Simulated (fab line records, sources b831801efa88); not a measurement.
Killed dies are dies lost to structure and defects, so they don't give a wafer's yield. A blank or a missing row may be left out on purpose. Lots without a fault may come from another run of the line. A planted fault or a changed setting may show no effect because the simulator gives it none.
A struck lot beside a sound one | flow sky130 | 43 steps out of a route of 708
Sound: wafers L820.1, L820.4, L820.6. Struck: wafers L831.3, L831.4, L831.6. The cause comes at the end.
At each step with rows: each side's tool, then ch and its chambers, then its first start. Under that, the readings that differ: sound wafers | struck wafers | difference of the means | sigmas: that difference in standard deviations of wafers without a fault.
alike: readings whose means differ by less than 2 such deviations, and words and numbers that are the same on both sides. not compared: withheld readings, readings that some wafer has no value for, bounds like >300 that may hide the same value, and numbers for which the record gives no deviation and whose values overlap.
The two part at a step that has a row with sigmas, a row that says differs or no value, or rows on one side only. Numbers that don't overlap but have no deviation are shown without sigmas and don't part them. A reading that every wafer of one side lacks parts them only if that side has two wafers or more.

first, 1 step without rows for these wafers: SKY_FIELD_ISO_DEVELOP_12 (develop time 60 s).
SKY_FIELD_ISO_CD_MEAS_13: target cd 150 nm.
  sound on cd_sem-01, day 3 04:19; struck on cd_sem-02, day 5 10:55
  alike: cd_nm
SKY_FIELD_ISO_ETCH_14: etches BARC in N2/H2, stops on SiO2, time 45.9 s, target depth 60 nm.
  sound on rie_diel-01 ch 0,1,2, day 3 04:26; struck on rie_diel-01 ch 2,3, day 5 11:00
  alike: bias_w, drypump_motor_current_A, oes_product_au, throttle_valve_pct
  not compared: rf_hours_counter_h
SKY_FIELD_ISO_ETCH_15: etches the open film in CHF3/O2, stops on Si, target depth 180 nm, time 72 s.
  sound on rie_diel-01 ch 0,1,2, day 3 04:29; struck on rie_diel-01 ch 2,3, day 5 11:02
  alike: bias_w, drypump_motor_current_A, oes_product_au, throttle_valve_pct
  not compared: rf_hours_counter_h
SKY_FIELD_ISO_STRIP_16: strips in O2/N2.
  sound on plasma_asher-03 ch 0,1, day 3 04:32; struck on plasma_asher-03 ch 0,1, day 5 11:08
  reading             | sound          | struck         | difference | sigmas
  o2_flow_sccm (sccm) | 3010 3008 3005 | 3013 2974 2968 | -23        | -2
  alike: drypump_motor_current_A, oes_product_au, strip_time_to_endpoint_s
  not compared: rf_hours_counter_h
SKY_FIELD_ISO_ETCH_17: etches Si in HBr/Cl2/O2, target depth 342 nm, time 97.7 s.
  sound on rie_si-01 ch 0,1,2, day 3 04:38; struck on rie_si-02 ch 0,3, day 5 11:12
  alike: bias_w, drypump_motor_current_A, oes_product_au, throttle_valve_pct
  not compared: rf_hours_counter_h
then, 5 steps without rows for these wafers: SKY_FIELD_ISO_WET_ETCH_18 (etches Si3N4 in H3PO4, target depth 25 nm, time 286 s); SKY_FIELD_ISO_CLEAN_19 (cleans in SC1/SC2, time 150 s); SKY_FIELD_ISO_CLEAN_20 (cleans in dHF, time 20 s); SKY_FIELD_ISO_WET_ETCH_21 (etches SiO2 in dHF, target depth 20 nm, time 400 s); SKY_FIELD_ISO_OXIDATION_22 (stabilise 600 s, purge 300 s, target thk 10 nm).
SKY_FIELD_ISO_THK_MEAS_23:
  sound on film_metro-01, day 3 06:10; struck on film_metro-03, day 5 12:49
  alike: FIELD_ISO_OXIDATION_01_THK
SKY_FIELD_ISO_CVD_24: deposits SiO2, target thk 595 nm, time 99.2 s.
  sound on hdpcvd-01 ch 0,2, day 3 06:14; struck on hdpcvd-01 ch 0,1,2, day 5 12:52
SKY_FIELD_ISO_THK_MEAS_25:
  sound on film_metro-03, day 3 06:18; struck on film_metro-02, day 5 12:57
  alike: FIELD_ISO_CVD_24_THK
then, 1 step without rows for these wafers: SKY_FIELD_ISO_ANNEAL_26 (time 1800 s).
SKY_FIELD_ISO_CMP_27: polishes, stops on Si3N4, t overpolish 15.25 s, target thk 457.8 nm.
  sound on cmp-02 ch 0,1,3, day 3 07:58; struck on cmp-02 ch 0,3, day 5 15:48
  alike: motor_current_A, overpolish_run_s, platen_rpm, time_to_endpoint_s
then, 5 steps without rows for these wafers: SKY_FIELD_ISO_WET_ETCH_28 (etches SiO2 in dHF, target depth 23.7 nm, time 47 s); SKY_FIELD_ISO_WET_ETCH_29 (etches Si3N4 in H3PO4, target depth 160 nm, time 1825 s); SKY_FIELD_ISO_WET_ETCH_30 (etches SiO2 in dHF, target depth 25 nm, time 50 s); SKY_NWELL_CLEAN_00 (cleans in SC1/SC2, time 150 s); SKY_NWELL_OXIDATION_01 (stabilise 600 s, purge 300 s, target thk 10 nm).
SKY_NWELL_THK_MEAS_02:
  sound on film_metro-02, day 3 11:52; struck on film_metro-04, day 5 18:43
  alike: NWELL_OXIDATION_THK
then, 9 steps without rows for these wafers: SKY_DNWELL_DEHYDRATE_00 (time 60 s); SKY_DNWELL_HMDS_01 (prime time 60 s); SKY_DNWELL_COAT_02 (resist thk 3000 nm); SKY_DNWELL_SOFTBAKE_03; SKY_DNWELL_EXPOSE_04 (exposes mask DNM, target cd 3000 nm); SKY_DNWELL_PEB_05; SKY_DNWELL_DEVELOP_06 (develop time 60 s); SKY_DNWELL_IMPLANT_07; SKY_DNWELL_STRIP_08 (strips in O2/N2).
SKY_DNWELL_TW_MEAS_09:
  sound on film_metro-02, day 4 03:35; struck on film_metro-04, day 6 13:17
  reading   | sound          | struck         | difference | sigmas
  DNWELL_TW | 1097 1097 1093 | 1105 1110 1110 | +13        | +2
then, 7 steps without rows for these wafers: SKY_PWDE_DEHYDRATE_00 (time 60 s); SKY_PWDE_HMDS_01 (prime time 60 s); SKY_PWDE_COAT_02 (resist thk 3000 nm); SKY_PWDE_SOFTBAKE_03; SKY_PWDE_EXPOSE_04 (exposes mask PWDEM, target cd 840 nm); SKY_PWDE_PEB_05; SKY_PWDE_DEVELOP_06 (develop time 60 s).
SKY_PWDE_OVL_MEAS_07:
  sound on overlay-02, day 4 20:55; struck on overlay-02, day 7 08:56
  alike: PWDE_OVL
then, 2 steps without rows for these wafers: SKY_PWDE_IMPLANT_08; SKY_PWDE_STRIP_09 (strips in O2/N2).
-- the record jumps here: 42 days lie between the struck wafers' starts before and after (it left off in module PWDE and takes up again in module PAD_OPEN, whose first step shown is number 708 of the route) --
SKY_PAD_OPEN_PROBE_99:
  sound on prober-01, day 47 12:16; struck on prober-02, day 49 16:11
  reading             | sound    | struck      | difference | sigmas
  killed_at_front_end | 18 9 14  | 85 73 75    | +64        | +14
  killed_dies         | 80 80 86 | 152 137 152 | +65        | +7
  killed_on_rim       | 22 11 16 | 19 32 33    | +12        | +3
  alike: killed_at_M0_to_M3, killed_at_M4_up, killed_at_contacts, killed_at_other, killed_open, killed_short

WHERE THEY PART
First at SKY_FIELD_ISO_STRIP_16; last, within this record, at SKY_PAD_OPEN_PROBE_99.

WHY: what the simulator had put in
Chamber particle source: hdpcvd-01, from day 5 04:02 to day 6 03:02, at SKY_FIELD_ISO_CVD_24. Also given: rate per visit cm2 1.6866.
